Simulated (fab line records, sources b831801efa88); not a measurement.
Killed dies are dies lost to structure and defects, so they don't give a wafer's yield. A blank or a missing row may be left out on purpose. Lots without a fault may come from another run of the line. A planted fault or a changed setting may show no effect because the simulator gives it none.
Which tool did it? | flow sky130 | 13 lots, 39 wafers sampled, at 4 steps of a route of 708

WHAT THE GAUGES READ, wafer by wafer
SKY_VT_ADJUST_HVTP_CD_MEAS_07: target cd 380 nm.
lot  | measured     | on        | cd_nm (nm)
L225 | day 6 02:21  | cd_sem-02 | 379.5 378.0 377.7
L228 | day 6 20:54  | cd_sem-02 | 385.3 386.4 385.4
L230 | day 7 07:34  | cd_sem-01 | 374.0 377.3 374.6
L235 | day 8 15:57  | cd_sem-02 | 378.2 379.2 379.9
L236 | day 8 20:16  | cd_sem-02 | 377.3 377.5 379.7
L237 | day 9 01:26  | cd_sem-02 | 387.5 385.8 383.0
L238 | day 9 11:18  | cd_sem-01 | 382.7 378.7 382.2
L240 | day 10 00:00 | cd_sem-01 | 381.2 379.4 380.1
L241 | day 10 04:29 | cd_sem-02 | 377.7 378.2 376.5
L243 | day 10 17:37 | cd_sem-02 | 384.6 381.5 383.4
L244 | day 11 06:59 | cd_sem-02 | 376.9 375.8 374.7
L246 | day 11 18:50 | cd_sem-02 | 374.8 376.5 377.8
L247 | day 11 20:23 | cd_sem-02 | 383.4 381.7 383.7

SKY_LDD_HVN_OVL_MEAS_07.
lot  | measured     | on         | LDD_HVN_OVL (nm)
L225 | day 20 10:21 | overlay-02 | -0.3 -0.1 -0.7
L228 | day 21 17:21 | overlay-01 | 0.6 1.3 -0.4
L230 | day 21 18:56 | overlay-02 | -1.4 -1.2 -0.9
L235 | day 24 00:35 | overlay-01 | -1.3 0.5 0.8
L236 | day 24 09:48 | overlay-01 | 0.1 -0.6 -0.2
L237 | day 24 16:15 | overlay-01 | -2.6 0.1 0.1
L238 | day 25 02:02 | overlay-01 | 3.1 2.6 3.1
L240 | day 25 18:54 | overlay-02 | 1.4 0.8 -0.1
L241 | day 26 00:36 | overlay-01 | -0.9 -0.7 1.7
L243 | day 26 20:35 | overlay-01 | -2.1 -1.4 -2.3
L244 | day 27 06:27 | overlay-01 | 1.3 0.1 0.2
L246 | day 27 22:17 | overlay-01 | 0.5 0.7 -0.9
L247 | day 27 23:50 | overlay-02 | 1.4 2.2 -0.8

SKY_LI_CONTACT_OVL_MEAS_13.
lot  | measured     | on         | LI_CONTACT_OVL (nm)
L225 | day 29 05:36 | overlay-02 | 5 8 -2
L228 | day 30 10:58 | overlay-02 | -6 -15 -10
L230 | day 30 11:48 | overlay-01 | -3 -9 3
L237 | day 33 06:35 | overlay-01 | 4 -10 -5
L238 | day 33 10:40 | overlay-02 | -8 -3 1
L240 | day 34 02:06 | overlay-02 | -2 0 3
L241 | day 34 04:12 | overlay-02 | 0 -1 -8
L243 | day 35 01:32 | overlay-01 | 1 -4 2
L244 | day 35 09:16 | overlay-01 | 3 5 8
L246 | day 36 01:07 | overlay-01 | 4 4 3
L247 | day 36 03:27 | overlay-01 | 3 -1 -6

WHICH TOOL RAN EACH LOT (tool, then ch and the chambers of the sampled wafers, then the start)
lot  | SKY_POLY_GATE_STRIP_18
L225 | plasma_asher-04 ch 0, day 16 13:16
L228 | plasma_asher-01 ch 0,1, day 17 16:52
L230 | plasma_asher-02 ch 0,1, day 17 20:32
L235 | plasma_asher-04 ch 0,1, day 20 01:04
L236 | plasma_asher-04 ch 0,1, day 20 07:52
L237 | plasma_asher-01 ch 0,1, day 20 18:37
L238 | plasma_asher-04 ch 0,1, day 21 04:40
L240 | plasma_asher-01 ch 0, day 21 20:59
L241 | plasma_asher-04 ch 0,1, day 22 03:20
L243 | plasma_asher-04 ch 0,1, day 23 00:19
L244 | plasma_asher-01 ch 0,1, day 23 10:19
L246 | plasma_asher-04 ch 0,1, day 24 03:13
L247 | plasma_asher-04 ch 0,1, day 24 05:44
- SKY_POLY_GATE_STRIP_18: strips in O2/N2.

WHAT THE TOOLS THEMSELVES READ (means of the sampled wafers that have a number; where no wafer has one, the mark that the record gives instead)
SKY_POLY_GATE_STRIP_18.
lot  | tool            | chamber_pressure_mTorr (mTorr) | drypump_motor_current_A (A) | n2_flow_sccm (sccm) | oes_product_au (a.u.) | strip_time_to_endpoint_s (s)
L225 | plasma_asher-04 | 1500.5                         | 5.9                         | 300.9               | 0.357                 | 3.175
L228 | plasma_asher-01 | 1500.7                         | 5.4                         | 299.1               | 0.359                 | 3.150
L230 | plasma_asher-02 | 1500.0                         | 5.6                         | 299.1               | 0.358                 | 3.138
L235 | plasma_asher-04 | -                              | -                           | -                   | -                     | -
L236 | plasma_asher-04 | -                              | -                           | -                   | -                     | -
L237 | plasma_asher-01 | 1500.2                         | 5.4                         | 299.6               | 0.358                 | 3.154
L238 | plasma_asher-04 | 1501.4                         | 6.0                         | 300.9               | 0.362                 | 3.207
L240 | plasma_asher-01 | 1499.5                         | 5.3                         | 299.1               | 0.362                 | 3.153
L241 | plasma_asher-04 | 1500.4                         | 6.1                         | 299.5               | 0.366                 | 3.145
L243 | plasma_asher-04 | 1499.5                         | 6.0                         | 299.4               | 0.362                 | 3.152
L244 | plasma_asher-01 | 1499.1                         | 5.4                         | 300.6               | 0.357                 | 3.126
L246 | plasma_asher-04 | 1500.9                         | 6.1                         | 300.4               | 0.360                 | 3.110
L247 | plasma_asher-04 | 1498.8                         | 6.0                         | 299.9               | 0.358                 | 3.162

THE ANSWER, worked out from the rows above alone
Rule: what is usual is taken from the lots themselves. Put in order of their means at a reading, lots are off if they are a third of the lots or fewer, leave a main group of 4 or more, and stand apart from it by a gap of 3 or more times the standard deviation of the main group's means; of several such gaps the widest counts. A main group whose means are all the same, to the digits that the tables above print for the reading, isn't used. A lot without any number at a reading at which 4 lots or more have one is off too. The other lots that the step has rows for count as sound. The gauges are gone through in route order, then the tools' own readings, and for those a lot's mean is taken as printed above. The first step at which some lot is off is used, and at that step the reading that is off furthest; a lot without a number counts as furthest.
Off: L235, L236, at SKY_POLY_GATE_STRIP_18 (chamber_pressure_mTorr). Without a number there: L235, L236. The main group: mean 1500.1 mTorr, standard deviation 0.76.
A tool fits if, at that step or a process step before it, it ran every lot that is off, and no sound lot after the first of them. None of those tried fits.

WHAT THE SIMULATOR HAD PUT IN
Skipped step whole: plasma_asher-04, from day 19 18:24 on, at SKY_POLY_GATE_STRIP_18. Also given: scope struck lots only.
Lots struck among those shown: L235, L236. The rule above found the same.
